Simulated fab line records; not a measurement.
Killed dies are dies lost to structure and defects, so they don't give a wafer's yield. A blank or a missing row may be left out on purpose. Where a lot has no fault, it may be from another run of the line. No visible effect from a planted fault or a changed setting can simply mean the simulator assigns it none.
A struck lot beside a sound one | flow sky130 | 23 steps out of a route of 708
Sound: wafers L522.1, L522.2, L522.4. Wafers L535.2, L535.5, L535.6 were the ones struck. The cause is given at the end.
Per side, at each step with rows, come the tool, then ch with its chambers, and then its first start. Under that, the readings that differ: sound wafers | struck wafers | difference of the means | sigmas: that difference in standard deviations of wafers without a fault.
alike: same words and numbers on both sides, and readings whose means sit less than 2 such deviations apart. not compared: any withheld reading, any reading some wafer has no value for, any bound like >300 that may hide the same value, and any number with overlapping values for which the record gives no deviation.
The two part at a step that has a row with sigmas, a row that says differs or no value, or rows on one side only. Non-overlapping numbers with no deviation appear without sigmas and do not part them. Lack of a reading on every wafer of one side parts them only where that side has two or more wafers.

first, 8 steps without rows for these wafers: SKY_LDD_N_IMPLANT_08; SKY_LDD_N_IMPLANT_09; SKY_LDD_N_IMPLANT_10; SKY_LDD_N_IMPLANT_11; SKY_LDD_N_IMPLANT_12; SKY_LDD_N_IMPLANT_13; SKY_LDD_N_IMPLANT_14; SKY_LDD_N_IMPLANT_15.
SKY_LDD_N_STRIP_16: strips in O2/N2.
  sound on plasma-asher-01 ch 0,1, day 17 16:31; struck on plasma-asher-02 ch 0,1, day 23 01:04
  alike: chamber-pressure-mTorr, drypump-motor-current-A, oes-product-au, strip-time-to-endpoint-s
  not compared: rf-hours-counter-h
SKY_LDD_N_TW_MEAS_17:
  sound on film-metro-02, day 17 16:37; struck on film-metro-02, day 23 01:10
  alike: LDD_N_TW
then, 2 steps without rows for these wafers: SKY_LDD_P_DEHYDRATE_00 (time 60 s); SKY_LDD_P_HMDS_01 (prime time 60 s).
SKY_LDD_P_COAT_02: resist thk 1140 nm.
  sound on litho-track-02 ch 0, day 18 08:04; struck on litho-track-01 ch 0, day 23 16:34
  reading                                    | sound          | struck         | difference | sigmas
  model.NOVOLAK_of_LDD_P_COAT_02.thk-nm (nm) | 1141 1138 1140 | 1093 1094 1094 | -46        |
then, 3 steps without rows for these wafers: SKY_LDD_P_SOFTBAKE_03 (time 60 s); SKY_LDD_P_EXPOSE_04 (exposes mask PSDM, target cd 380 nm); SKY_LDD_P_PEB_05.
SKY_LDD_P_DEVELOP_06: develop time 60 s.
  sound on litho-track-01 ch 0, day 18 21:56; struck on litho-track-02 ch 0, day 24 07:11
  reading                                    | sound          | struck         | difference | sigmas
  model.NOVOLAK_of_LDD_P_COAT_02.thk-nm (nm) | 1140 1138 1139 | 1093 1094 1094 | -45        |
SKY_LDD_P_CD_MEAS_07: target cd 380 nm.
  sound on cd-sem-02, day 18 22:05; struck on cd-sem-01, day 24 07:20
  reading    | sound             | struck            | difference | sigmas
  cd-nm (nm) | 382.5 381.3 381.2 | 387.5 385.3 387.9 | +5.2       | +3
SKY_LDD_P_OVL_MEAS_08:
  sound on overlay-02, day 18 22:12; struck on overlay-02, day 24 07:26
  alike: LDD_P_OVL
following that, these wafers have no rows for 1 step: SKY_LDD_P_IMPLANT_09.
SKY_LDD_P_STRIP_10: strips in O2/N2.
  sound on plasma-asher-02 ch 0,1, day 18 22:23; struck on plasma-asher-02 ch 0,1, day 24 07:37
  reading                      | sound             | struck            | difference | sigmas
  strip-time-to-endpoint-s (s) | 14.17 14.16 14.17 | 13.63 13.64 13.63 | -0.53      | -13
  alike: chamber-pressure-mTorr, drypump-motor-current-A, oes-product-au
  not compared: rf-hours-counter-h
SKY_LDD_P_TW_MEAS_11:
  sound on film-metro-01, day 18 22:29; struck on film-metro-01, day 24 07:44
  alike: LDD_P_TW
following that, these wafers have no rows for 1 step: SKY_PAD_OPEN_PROBE_99.

WHERE THEY PART
At SKY_LDD_P_CD_MEAS_07 first; at SKY_LDD_P_STRIP_10 last (within this record only). Later steps at which nothing parts them and some readings are alike: SKY_LDD_P_TW_MEAS_11.

WHY: what had been put in by the simulator
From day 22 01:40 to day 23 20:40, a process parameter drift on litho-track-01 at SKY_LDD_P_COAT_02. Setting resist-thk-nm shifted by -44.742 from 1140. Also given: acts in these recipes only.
